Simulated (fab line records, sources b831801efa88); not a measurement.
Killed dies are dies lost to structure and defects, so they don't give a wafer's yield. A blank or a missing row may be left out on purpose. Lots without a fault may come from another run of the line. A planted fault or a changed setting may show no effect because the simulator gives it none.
Which tool did it? | flow sfq_line | 7 lots, 21 wafers sampled, at 2 steps of a route of 325

WHAT THE GAUGES READ, wafer by wafer
SFQ_I1_BOW_MEAS_912.
lot  | measured     | on            | I1_BOW (um)
L359 | day 24 15:57 | film_metro-01 | -4 1 -4
L362 | day 26 08:53 | film_metro-02 | -1 -15 -2
L365 | day 28 03:41 | film_metro-02 | 11 2 1
L368 | day 29 06:23 | film_metro-03 | 5 16 10
L370 | day 29 20:10 | film_metro-03 | -1 -2 -12
L372 | day 30 12:32 | film_metro-03 | -2 2 -2
L381 | day 34 22:54 | film_metro-01 | -6 -12 3

WHICH TOOL RAN EACH LOT (tool, then ch and the chambers of the sampled wafers, then the start)
lot  | SFQ_TRILAYER_I1_CMP_CMP_046
L359 | cmp-02 ch 0,1,3, day 24 14:27
L362 | cmp-02 ch 0,2,3, day 26 05:53
L365 | cmp-01 ch 0,1,3, day 28 01:41
L368 | cmp-02 ch 0,3, day 29 03:22
L370 | cmp-02 ch 0,1,3, day 29 17:40
L372 | cmp-01 ch 0,2,3, day 30 10:29
L381 | cmp-02 ch 0,2,3, day 34 21:23
- SFQ_TRILAYER_I1_CMP_CMP_046: polishes SiO2.

THE ANSWER, worked out from the rows above alone
Rule: what is usual is taken from the lots themselves. Put in order of their means at a reading, lots are off if they are a third of the lots or fewer, leave a main group of 4 or more, and stand apart from it by a gap of 3 or more times the standard deviation of the main group's means; of several such gaps the widest counts. A main group whose means are all the same, to the digits that the tables above print for the reading, isn't used. A lot without any number at a reading at which 4 lots or more have one is off too. The other lots that the step has rows for count as sound.
No lot is off at any reading shown: from this, nothing can be told.

WHAT THE SIMULATOR HAD PUT IN
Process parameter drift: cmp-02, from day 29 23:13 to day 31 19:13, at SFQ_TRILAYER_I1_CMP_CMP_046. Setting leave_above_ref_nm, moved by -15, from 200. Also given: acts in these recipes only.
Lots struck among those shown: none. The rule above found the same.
